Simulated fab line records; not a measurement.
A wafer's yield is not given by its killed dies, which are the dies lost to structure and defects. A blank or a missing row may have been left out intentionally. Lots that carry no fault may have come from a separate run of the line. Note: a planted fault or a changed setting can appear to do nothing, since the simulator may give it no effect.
Shared-tool check / flow gf180mcu / Sample size 14 lots and 41 wafers

WHAT PROMPTED THE OPENING
2 of 14 lots carry a flag on the reading SAB_CVD_00_THK at GF_SAB_THK_MEAS_01. Wafers without a fault read 50.1 nm, standard deviation 0.72.
Rule: a lot is flagged when every wafer of it that has a number lies more than 4 standard deviations from that mean, or none has a number. The other lots count as sound.

lot=L155; measured=day 14 11:04; on=film_metro-01; SAB_CVD_00_THK (nm), wafer by wafer=49.7 50.9 50.8; flag=
lot=L156; measured=day 15 00:04; on=film_metro-04; SAB_CVD_00_THK (nm), wafer by wafer=48.1 48.7 49.7; flag=
lot=L157; measured=day 15 12:29; on=film_metro-04; SAB_CVD_00_THK (nm), wafer by wafer=49.7 50.0 50.0; flag=
lot=L158; measured=day 15 23:15; on=film_metro-04; SAB_CVD_00_THK (nm), wafer by wafer=50.0 50.4 51.0; flag=
lot=L159; measured=day 16 00:34; on=film_metro-01; SAB_CVD_00_THK (nm), wafer by wafer=50.1 49.0 50.8; flag=
lot=L163; measured=day 17 01:53; on=film_metro-03; SAB_CVD_00_THK (nm), wafer by wafer=51.3 52.1 52.0; flag=
lot=L162; measured=day 17 01:57; on=film_metro-01; SAB_CVD_00_THK (nm), wafer by wafer=49.8 49.2 49.8; flag=
lot=L165; measured=day 17 19:50; on=film_metro-03; SAB_CVD_00_THK (nm), wafer by wafer=49.6 48.8 49.4; flag=
lot=L166; measured=day 18 05:51; on=film_metro-01; SAB_CVD_00_THK (nm), wafer by wafer=49.4 49.8 50.4; flag=
lot=L168; measured=day 18 19:59; on=film_metro-01; SAB_CVD_00_THK (nm), wafer by wafer=57.1 56.6 56.7; flag=FLAGGED
lot=L169; measured=day 19 04:19; on=film_metro-03; SAB_CVD_00_THK (nm), wafer by wafer=56.5 55.6 57.4; flag=FLAGGED
lot=L175; measured=day 21 07:05; on=film_metro-01; SAB_CVD_00_THK (nm), wafer by wafer=49.1 49.8 49.4; flag=
lot=L177; measured=day 21 15:35; on=film_metro-04; SAB_CVD_00_THK (nm), wafer by wafer=50.2 50.5; flag=
lot=L178; measured=day 21 18:17; on=film_metro-01; SAB_CVD_00_THK (nm), wafer by wafer=50.1 51.3 51.1; flag=
The numbers of the flagged lots are 56.6 nm on average: +6.5 nm against the usual, or +9 standard deviations.

WHICH TOOL RAN EACH LOT
The record holds 1 process step before the reading, out of a route of 602 steps. In each cell: the tool, then ch and the chambers that the sampled wafers went through, then the start.
lot=L155; flag=; GF_SAB_CVD_00=pecvd-04 ch 0,1,2, day 14 11:01
lot=L156; flag=; GF_SAB_CVD_00=pecvd-02 ch 0,1,2, day 15 00:02
lot=L157; flag=; GF_SAB_CVD_00=pecvd-04 ch 0,1,2, day 15 12:28
lot=L158; flag=; GF_SAB_CVD_00=pecvd-01 ch 1,2, day 15 23:14
lot=L159; flag=; GF_SAB_CVD_00=pecvd-01 ch 0,1,2, day 16 00:33
lot=L163; flag=; GF_SAB_CVD_00=pecvd-04 ch 1,2, day 17 01:52
lot=L162; flag=; GF_SAB_CVD_00=pecvd-01 ch 0,1, day 17 01:55
lot=L165; flag=; GF_SAB_CVD_00=pecvd-02 ch 0,1, day 17 19:49
lot=L166; flag=; GF_SAB_CVD_00=pecvd-04 ch 1,2, day 18 05:49
lot=L168; flag=FLAGGED; GF_SAB_CVD_00=pecvd-04 ch 0,1,2, day 18 19:57
lot=L169; flag=FLAGGED; GF_SAB_CVD_00=pecvd-04 ch 0,1, day 19 04:17
lot=L175; flag=; GF_SAB_CVD_00=pecvd-02 ch 1,2, day 21 07:04
lot=L177; flag=; GF_SAB_CVD_00=pecvd-01 ch 1, day 21 15:34
lot=L178; flag=; GF_SAB_CVD_00=pecvd-01 ch 0,1,2, day 21 18:15
What is done by these steps:
- GF_SAB_CVD_00: deposits SiO2 from TEOS, target thk 50 nm, time 4.9302 s.
- GF_SAB_THK_MEAS_01

FLAGGED AGAINST TOTAL, ONE TOOL AT A TIME (gauges that did the reading follow at the end)
step=GF_SAB_CVD_00; tool=pecvd-01; lots run=5; flagged=0; share of the flagged lots=none; sound lots run after its first flagged lot=-
step=GF_SAB_CVD_00; tool=pecvd-02; lots run=3; flagged=0; share of the flagged lots=none; sound lots run after its first flagged lot=-
step=GF_SAB_CVD_00; tool=pecvd-04; lots run=6; flagged=2; share of the flagged lots=all; sound lots run after its first flagged lot=0
step=GF_SAB_THK_MEAS_01; tool=film_metro-01; lots run=7; flagged=1; share of the flagged lots=some; sound lots run after its first flagged lot=2 (L175,L178)
step=GF_SAB_THK_MEAS_01; tool=film_metro-03; lots run=3; flagged=1; share of the flagged lots=some; sound lots run after its first flagged lot=0
step=GF_SAB_THK_MEAS_01; tool=film_metro-04; lots run=4; flagged=0; share of the flagged lots=none; sound lots run after its first flagged lot=-

THE TABLE: WHAT IT ALLOWS
Rows of the table that ran each flagged lot: 1, that is pecvd-04 at GF_SAB_CVD_00.
- pecvd-04 at GF_SAB_CVD_00 ran 6 lots, 2 of them flagged. A fault beginning between L166 (day 18 05:49), its last sound lot, and L168 (day 18 19:57), its first flagged one, fits the data.
pecvd-04 at GF_SAB_CVD_00 is the single tool remaining.

WHAT WAS PUT IN BY THE SIMULATOR
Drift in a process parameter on pecvd-04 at GF_SAB_CVD_00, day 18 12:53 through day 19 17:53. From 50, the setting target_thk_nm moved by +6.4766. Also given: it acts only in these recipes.
Shown lots that were struck: L168, L169. The rule given above showed the same thing.
